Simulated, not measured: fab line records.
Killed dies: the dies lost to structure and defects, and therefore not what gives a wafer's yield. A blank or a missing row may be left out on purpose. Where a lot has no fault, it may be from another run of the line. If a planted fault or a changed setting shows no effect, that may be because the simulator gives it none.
Which tool is to blame? ; flow sky130 ; 12 lots with 36 wafers sampled at 3 steps, on a route of 708 steps

WHAT THE GAUGES READ, wafer by wafer
SKY_VIA2_OVL_MEAS_13.
lot;measured;on;VIA2_OVL (nm)
L768;day 37 09:59;overlay-02;-8 -9 -9
L771;day 38 06:15;overlay-02;4 -2 7
L774;day 39 07:11;overlay-02;-8 -13 -20
L775;day 39 07:32;overlay-01;-8 -8 -4
L776;day 39 15:41;overlay-02;-3 -9 -17
L777;day 40 00:05;overlay-02;-8 -4 -3
L779;day 40 13:05;overlay-01;0 3 -12
L780;day 40 21:14;overlay-02;-7 -12 -17
L781;day 41 08:15;overlay-02;-15 -12 -15
L782;day 41 11:42;overlay-02;-9 -16 -3
L783;day 41 17:05;overlay-02;-10 -5 -9
L787;day 42 13:23;overlay-01;-11 -8 -15

WHAT TOOL EACH LOT RAN ON (gives the tool, then ch and the chambers of the sampled wafers, and finally the start)
lot;SKY_METAL2_DESCUM_17;SKY_VIA2_CMP_02
L768;rie-metal-02 ch 0,1, day 36 06:59;cmp-02 ch 0,2,3, day 36 07:57
L771;rie-metal-04 ch 0, day 37 02:52;cmp-01 ch 1,2,3, day 37 04:02
L774;rie-metal-01 ch 0,1, day 38 04:43;cmp-02 ch 0,1, day 38 05:41
L775;rie-metal-04 ch 0,1, day 38 05:04;cmp-01 ch 0,1,3, day 38 06:02
L776;rie-metal-02 ch 0,1, day 38 13:04;cmp-01 ch 0,1,3, day 38 14:01
L777;rie-metal-02 ch 0, day 38 21:47;cmp-01 ch 1,2, day 38 22:50
L779;rie-metal-01 ch 0,1, day 39 10:29;cmp-02 ch 0,1, day 39 11:26
L780;rie-metal-01 ch 0,1, day 39 18:04;cmp-01 ch 1,2,3, day 39 19:01
L781;rie-metal-01 ch 0,1, day 40 05:10;cmp-02 ch 0,1,2, day 40 06:10
L782;rie-metal-04 ch 0,1, day 40 08:56;cmp-02 ch 1,2, day 40 09:56
L783;rie-metal-02 ch 0,1, day 40 15:05;cmp-01 ch 1,2, day 40 16:03
L787;rie-metal-02 ch 0,1, day 41 12:13;cmp-01 ch 0,2,3, day 41 13:11
- SKY_METAL2_DESCUM_17: chemistry O2, time 8 s.
- SKY_VIA2_CMP_02: polishes SiO2.

AS READ BY THE TOOLS THEMSELVES (means over the sampled wafers that have a number; for cases with no such wafer, the mark the record gives instead)
SKY_METAL2_DESCUM_17.
lot;tool;drypump-motor-current-A (A);oes-product-au (a.u.)
L768;rie-metal-02;5.6;1.004
L771;rie-metal-04;5.5;0.998
L774;rie-metal-01;5.4;1.004
L775;rie-metal-04;5.1;1.005
L776;rie-metal-02;6.0;0.999
L777;rie-metal-02;6.3;0.995
L779;rie-metal-01;5.3;1.002
L780;rie-metal-01;5.3;0.995
L781;rie-metal-01;5.3;0.998
L782;rie-metal-04;5.2;1.002
L783;rie-metal-02;5.6;1.010
L787;rie-metal-02;5.6;1.002

SKY_VIA2_CMP_02.
lot;tool;motor-current-A (A);slurry-filter-dp-kPa (kPa)
L768;cmp-02;11.2;13.58
L771;cmp-01;12.4;13.63
L774;cmp-02;11.2;13.50
L775;cmp-01;12.4;13.64
L776;cmp-01;13.0;13.50
L777;cmp-01;12.8;13.29
L779;cmp-02;12.0;13.42
L780;cmp-01;12.6;13.60
L781;cmp-02;11.8;13.48
L782;cmp-02;11.9;13.53
L783;cmp-01;12.3;13.55
L787;cmp-01;13.0;13.61

THE ANSWER, worked out from the rows above alone
Rule: usual is defined by the lots themselves. The widest of any qualifying gaps counts: lots, ordered by their means at a reading, are off when they make up no more than a third of the lots, leave a main group of 4 or more, and stand apart from it by 3 or more times the standard deviation of that group's means. If all means in a main group match to the digits the tables above print for the reading, that group is not used. Also off: a lot with no number at a reading for which 4 or more lots have one. The other lots that the step has rows for count as sound. Order of review: gauges by route order, followed by the tools' own readings, for which a lot's mean as printed above is used. At the first step where some lot is off, the reading lying furthest off is the one used; lots without a number count as furthest.
No lot is off on any of the readings shown, so nothing can be concluded from this.

WHAT WAS PUT IN BY THE SIMULATOR
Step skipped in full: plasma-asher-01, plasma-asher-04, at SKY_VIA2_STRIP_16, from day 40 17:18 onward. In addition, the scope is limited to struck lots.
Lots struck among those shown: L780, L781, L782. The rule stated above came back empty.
